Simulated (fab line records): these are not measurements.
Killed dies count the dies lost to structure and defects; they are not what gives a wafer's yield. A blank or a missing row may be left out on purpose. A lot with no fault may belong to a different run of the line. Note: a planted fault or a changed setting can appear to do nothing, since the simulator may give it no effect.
Which tool was responsible? | flow gf180mcu | 7 lots (21 wafers sampled), 1 step of a 602-step route

== WHAT THE GAUGES SHOWED, per wafer ==
GF_MVSD_OVL_MEAS_07.
lot  | measured     | on         | MVSD_OVL (nm)
L876 | day 4 16:29  | overlay-01 | -0.3 1.6 0.9
L879 | day 5 06:46  | overlay-02 | 1.8 -1.0 -1.6
L886 | day 7 00:28  | overlay-01 | -0.2 1.3 -2.7
L890 | day 8 03:44  | overlay-02 | -1.0 -0.1 -0.9
L892 | day 8 13:55  | overlay-02 | 2.3 -1.0 0.9
L894 | day 9 01:06  | overlay-01 | 1.1 1.4 1.2
L898 | day 10 03:20 | overlay-01 | 0.8 0.3 -0.2

== TOOL THAT RAN EACH LOT (tool first, then ch and the chambers of the sampled wafers, then the start) ==
There is no process step in the record ahead of these readings.

== THE ANSWER, worked out from the rows above alone ==
Rule: the lots themselves supply what counts as usual. Put in order of their means at a reading, lots are off if they are a third of the lots or fewer, leave a main group of 4 or more, and stand apart from it by a gap of 3 or more times the standard deviation of the main group's means; of several such gaps the widest counts. A main group whose means are all the same, to the digits that the tables above print for the reading, isn't used. Also off: a lot with no number at a reading for which 4 or more lots have one. Any other lot the step has rows for is counted as sound.
No lot is off at any reading shown: from this, nothing can be told.

== WHAT THE SIMULATOR HAD INSERTED ==
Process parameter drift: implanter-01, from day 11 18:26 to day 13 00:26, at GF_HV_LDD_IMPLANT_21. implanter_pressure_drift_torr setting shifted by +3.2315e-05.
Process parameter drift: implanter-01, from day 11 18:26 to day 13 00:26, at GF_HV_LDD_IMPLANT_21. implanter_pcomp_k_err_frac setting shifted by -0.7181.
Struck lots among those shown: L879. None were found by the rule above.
